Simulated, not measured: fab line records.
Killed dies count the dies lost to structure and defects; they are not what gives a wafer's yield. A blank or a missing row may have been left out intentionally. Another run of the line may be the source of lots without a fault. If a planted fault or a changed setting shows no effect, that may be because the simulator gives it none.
Chamber matching || flow gf180mcu || GF_V2_CMP_26 on cmp-02: 4 sister chambers
The step polishes, stops on SiO2, t overpolish 15 s, target thk 0 nm. 20 wafers are shown with their chamber, then 10 later ones without.

## EACH WAFER AND ITS CHAMBER
{"wafer": "L074.2", "chamber": 3, "motor-current-A (A)": 10.0, "time-to-endpoint-s (s)": 89.4, "slurry-filter-dp-kPa (kPa)": 13.62}
{"wafer": "L074.5", "chamber": 1, "motor-current-A (A)": 8.6, "time-to-endpoint-s (s)": 83.4, "slurry-filter-dp-kPa (kPa)": 13.62}
{"wafer": "L074.6", "chamber": 2, "motor-current-A (A)": 9.9, "time-to-endpoint-s (s)": 86.7, "slurry-filter-dp-kPa (kPa)": 13.47}
{"wafer": "L075.3", "chamber": 1, "motor-current-A (A)": 8.1, "time-to-endpoint-s (s)": 82.7, "slurry-filter-dp-kPa (kPa)": 13.30}
{"wafer": "L075.4", "chamber": 2, "motor-current-A (A)": 10.5, "time-to-endpoint-s (s)": 79.9, "slurry-filter-dp-kPa (kPa)": 13.36}
{"wafer": "L075.5", "chamber": 3, "motor-current-A (A)": 10.0, "time-to-endpoint-s (s)": 84.1, "slurry-filter-dp-kPa (kPa)": 13.39}
{"wafer": "L076.1", "chamber": 3, "motor-current-A (A)": 10.8, "time-to-endpoint-s (s)": 82.6, "slurry-filter-dp-kPa (kPa)": 13.64}
{"wafer": "L076.3", "chamber": 2, "motor-current-A (A)": 10.2, "time-to-endpoint-s (s)": 82.1, "slurry-filter-dp-kPa (kPa)": 13.50}
{"wafer": "L076.6", "chamber": 1, "motor-current-A (A)": 8.2, "time-to-endpoint-s (s)": 83.0, "slurry-filter-dp-kPa (kPa)": 13.38}
{"wafer": "L080.1", "chamber": 0, "motor-current-A (A)": 10.7, "time-to-endpoint-s (s)": 84.6, "slurry-filter-dp-kPa (kPa)": 13.37}
{"wafer": "L080.3", "chamber": 2, "motor-current-A (A)": 9.6, "time-to-endpoint-s (s)": 83.6, "slurry-filter-dp-kPa (kPa)": 13.41}
{"wafer": "L080.6", "chamber": 1, "motor-current-A (A)": 8.8, "time-to-endpoint-s (s)": 85.2, "slurry-filter-dp-kPa (kPa)": 13.53}
{"wafer": "L083.1", "chamber": 3, "motor-current-A (A)": 9.8, "time-to-endpoint-s (s)": 85.5, "slurry-filter-dp-kPa (kPa)": 13.41}
{"wafer": "L083.4", "chamber": 2, "motor-current-A (A)": 10.0, "time-to-endpoint-s (s)": 82.9, "slurry-filter-dp-kPa (kPa)": 13.45}
{"wafer": "L083.6", "chamber": 0, "motor-current-A (A)": 11.7, "time-to-endpoint-s (s)": 87.2, "slurry-filter-dp-kPa (kPa)": 13.44}
{"wafer": "L086.1", "chamber": 2, "motor-current-A (A)": 10.0, "time-to-endpoint-s (s)": 84.6, "slurry-filter-dp-kPa (kPa)": 13.50}
{"wafer": "L086.4", "chamber": 1, "motor-current-A (A)": 8.2, "time-to-endpoint-s (s)": 84.0, "slurry-filter-dp-kPa (kPa)": 13.34}
{"wafer": "L086.5", "chamber": 1, "motor-current-A (A)": 8.6, "time-to-endpoint-s (s)": 79.7, "slurry-filter-dp-kPa (kPa)": 13.27}
{"wafer": "L087.1", "chamber": 3, "motor-current-A (A)": 10.6, "time-to-endpoint-s (s)": 82.3, "slurry-filter-dp-kPa (kPa)": 13.32}
{"wafer": "L087.2", "chamber": 2, "motor-current-A (A)": 10.3, "time-to-endpoint-s (s)": 87.1, "slurry-filter-dp-kPa (kPa)": 13.54}

SIGNATURES (means of the wafers above)
{"reading": "motor-current-A", "chamber 0": 11.200, "chamber 1": 8.417, "chamber 2": 10.071, "chamber 3": 10.240, "scatter within a chamber": 0.369}
{"reading": "time-to-endpoint-s", "chamber 0": 85.900, "chamber 1": 83.000, "chamber 2": 83.843, "chamber 3": 84.780, "scatter within a chamber": 2.4}
{"reading": "slurry-filter-dp-kPa", "chamber 0": 13.4050, "chamber 1": 13.4067, "chamber 2": 13.4614, "chamber 3": 13.4760, "scatter within a chamber": 0.113}
Rule: a wafer lies at a distance from a chamber equal to the root of the sum of squares, over the readings, of (its reading less the chamber's mean, divided by the reading's scatter). If the next closest chamber is less than 2 further off than the closest, the wafer can't be placed; otherwise it belongs to the closest. The scatter: the root of (the sum of the squares of (reading less its chamber's mean) over the shown wafers, divided by (wafers less chambers)).

## WAFERS WHOSE CHAMBER IS MISSING
{"wafer": "L087.6", "motor-current-A (A)": 9.5, "time-to-endpoint-s (s)": 88.6, "slurry-filter-dp-kPa (kPa)": 13.44}
{"wafer": "L090.1", "motor-current-A (A)": 8.1, "time-to-endpoint-s (s)": 83.0, "slurry-filter-dp-kPa (kPa)": 13.37}
{"wafer": "L090.4", "motor-current-A (A)": 10.4, "time-to-endpoint-s (s)": 87.7, "slurry-filter-dp-kPa (kPa)": 13.59}
{"wafer": "L090.6", "motor-current-A (A)": 8.5, "time-to-endpoint-s (s)": 85.9, "slurry-filter-dp-kPa (kPa)": 13.33}
{"wafer": "L092.1", "motor-current-A (A)": 10.0, "time-to-endpoint-s (s)": 89.1, "slurry-filter-dp-kPa (kPa)": 13.56}
{"wafer": "L092.2", "motor-current-A (A)": 8.6, "time-to-endpoint-s (s)": 87.1, "slurry-filter-dp-kPa (kPa)": 13.72}
{"wafer": "L092.3", "motor-current-A (A)": 9.9, "time-to-endpoint-s (s)": 86.5, "slurry-filter-dp-kPa (kPa)": 13.49}
{"wafer": "L095.4", "motor-current-A (A)": 8.3, "time-to-endpoint-s (s)": 82.3, "slurry-filter-dp-kPa (kPa)": 13.38}
{"wafer": "L095.5", "motor-current-A (A)": 11.7, "time-to-endpoint-s (s)": 81.0, "slurry-filter-dp-kPa (kPa)": 13.42}
{"wafer": "L095.6", "motor-current-A (A)": 10.6, "time-to-endpoint-s (s)": 86.2, "slurry-filter-dp-kPa (kPa)": 13.22}

## WHICH CHAMBER EACH ONE RAN IN
{"wafer": "L087.6", "from the rows above": "can't be placed: 2 or 3 or 1", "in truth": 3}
{"wafer": "L090.1", "from the rows above": 1, "in truth": 1}
{"wafer": "L090.4", "from the rows above": "can't be placed: 3 or 2 or 0", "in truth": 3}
{"wafer": "L090.6", "from the rows above": 1, "in truth": 1}
{"wafer": "L092.1", "from the rows above": "can't be placed: 3 or 2 or 0", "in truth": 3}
{"wafer": "L092.2", "from the rows above": "can't be placed: 1 or 2 or 3", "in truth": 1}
{"wafer": "L092.3", "from the rows above": "can't be placed: 3 or 2", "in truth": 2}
{"wafer": "L095.4", "from the rows above": 1, "in truth": 1}
{"wafer": "L095.5", "from the rows above": "can't be placed: 0 or 3", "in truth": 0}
{"wafer": "L095.6", "from the rows above": "can't be placed: 0 or 3 or 2", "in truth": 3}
Correct placement for 3 of the 10. These rows do not allow placing 7 (true chamber among the candidates in 7). 0 placed wrongly.
